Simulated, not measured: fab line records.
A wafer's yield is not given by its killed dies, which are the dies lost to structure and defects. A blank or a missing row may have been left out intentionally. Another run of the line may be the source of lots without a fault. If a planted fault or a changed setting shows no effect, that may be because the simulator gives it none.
A struck lot beside a sound one	flow sky130	22 steps out of a route of 708
Sound: these wafers, L124.1, L124.4, L124.5. Wafers L141.3, L141.5, L141.6 were the ones struck. At the end, the cause is stated.
Each step with rows lists, per side, the tool, then ch with its chambers, then its first start. Under that, the readings that differ: sound wafers	struck wafers	difference of the means	sigmas: that difference in standard deviations of wafers without a fault.
alike: same words and numbers on both sides, and readings whose means sit less than 2 such deviations apart. not compared: any withheld reading, any reading some wafer has no value for, any bound like >300 that may hide the same value, and any number with overlapping values for which the record gives no deviation.
The two part at a step that has a row with sigmas, a row that says differs or no value, or rows on one side only. Numbers that don't overlap but have no deviation are shown without sigmas and don't part them. A reading that every wafer of one side lacks parts them only if that side has two wafers or more.

SKY_POLY_GATE_THK_MEAS_21:
  sound on filmMetro-02 at day 17 03:53; struck on filmMetro-02 at day 22 19:11
  alike: POLY_GATE_OXIDATION_THK
SKY_POLY_GATE_CD_MEAS_22:
  sound on cdSem-02 at day 17 03:56; struck on cdSem-01 at day 22 19:17
  alike: cdNm
then, 7 steps without rows for these wafers: SKY_LDD_N_DEHYDRATE_00 (time 60 s); SKY_LDD_N_HMDS_01 (prime time 60 s); SKY_LDD_N_COAT_02 (resist thk 300 nm); SKY_LDD_N_SOFTBAKE_03 (time 60 s); SKY_LDD_N_EXPOSE_04 (exposes mask NTM, target cd 840 nm); SKY_LDD_N_PEB_05; SKY_LDD_N_DEVELOP_06 (develop time 60 s).
SKY_LDD_N_OVL_MEAS_07:
  sound on overlay-02 at day 18 09:44; struck on overlay-02 at day 24 01:16
  alike: LDD_N_OVL
then, 2 steps without rows for these wafers: SKY_LDD_N_IMPLANT_08; SKY_LDD_N_IMPLANT_09.
SKY_LDD_N_IMPLANT_10:
  sound on implanter-02 ch 0, day 18 10:04; struck on implanter-01 ch 0, day 24 01:39
reading	sound	struck	difference	sigmas
beamOnS (s)	10.20 9.83 9.82	33.62 34.25 33.92	+23.98	+99 or more
doseIonsCm2	7.503e+13 7.497e+13 7.494e+13	3.3755e+14 3.3744e+14 3.3759e+14	+2.6255e+14	+99 or more
faradayCurrentUA	416 429 429	565 553 558	+134	+17
  alike: endStationPressureTorr
then, 5 steps without rows for these wafers: SKY_LDD_N_IMPLANT_11; SKY_LDD_N_IMPLANT_12; SKY_LDD_N_IMPLANT_13; SKY_LDD_N_IMPLANT_14; SKY_LDD_N_IMPLANT_15.
SKY_LDD_N_STRIP_16: strips in O2/N2.
  sound on plasmaAsher-01 ch 0,1, day 18 10:58; struck on plasmaAsher-01 ch 0,1, day 24 02:32
reading	sound	struck	difference	sigmas
stripTimeToEndpointS (s)	4.317 4.298 4.312	4.967 4.993 4.978	+0.670	+45
  alike: drypumpMotorCurrentA, oesProductAu
  not compared: rfHoursCounterH
SKY_LDD_N_TW_MEAS_17:
  sound on filmMetro-01 at day 18 11:04; struck on filmMetro-04 at day 24 02:37
reading	sound	struck	difference	sigmas
LDD_N_TW	2612 2592 2598	2860 2850 2837	+248	+16
then, 1 step without rows for these wafers: SKY_LDD_P_DEHYDRATE_00 (time 60 s).
-- record jumps: 26 days separate the struck wafers' starts on either side; left off in module LDD_P, taken up again in module PAD_OPEN, whose first shown step is the route's number 708 --
SKY_PAD_OPEN_PROBE_99:
  sound on prober-02 at day 46 08:17; struck on prober-01 at day 49 22:30
reading	sound	struck	difference	sigmas
model.etest.tipN.rsOhmSq	444.5 443.4 443.4	315.6 315.7 312.2	-129.3	
model.etest.nfet_01v8.rOnOhmUm	824 847.3 835.3	802.3 803.6 793.2	-35.8	
model.etest.nfet_01v8_swapped.driveUaUm	501.8 495.4 496.5	533.9 530.8 530.9	+34.0	
model.etest.nfet_01v8_turned.driveUaUm	506.5 497.4 502.1	532.1 524 526.6	+25.6	
model.etest.nfet_01v8_lvt.driveUaUm	575.8 563.3 566.9	597.7 592.5 600.9	+28.4	
model.etest.nfet_01v8.driveUaUm	506 495.8 500.6	526.6 517.3 527.4	+23.0	
model.etest.sramNfetPass.driveUaUm	494.6 485.8 474.5	507.1 500.6 505.8	+19.5	
model.etest.nfet_01v8_swapped.offLog10AUm	-13.45 -13.38 -13.42	-13.21 -13.29 -13.1	+0.22	
  alike: killed_at_M0_to_M3, killed_at_M4_up, killedAtContacts, killedAtFrontEnd, killedAtOther, killedDies, killedOpen, killedShort

== WHERE THEY PART ==
Last at SKY_LDD_N_TW_MEAS_17 as far as this record goes, first at SKY_LDD_N_IMPLANT_10. Later steps at which nothing parts them and some readings are alike: SKY_PAD_OPEN_PROBE_99.

WHY: what the simulator had put in
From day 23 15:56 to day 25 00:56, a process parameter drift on implanter-01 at SKY_LDD_N_IMPLANT_10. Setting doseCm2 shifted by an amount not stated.
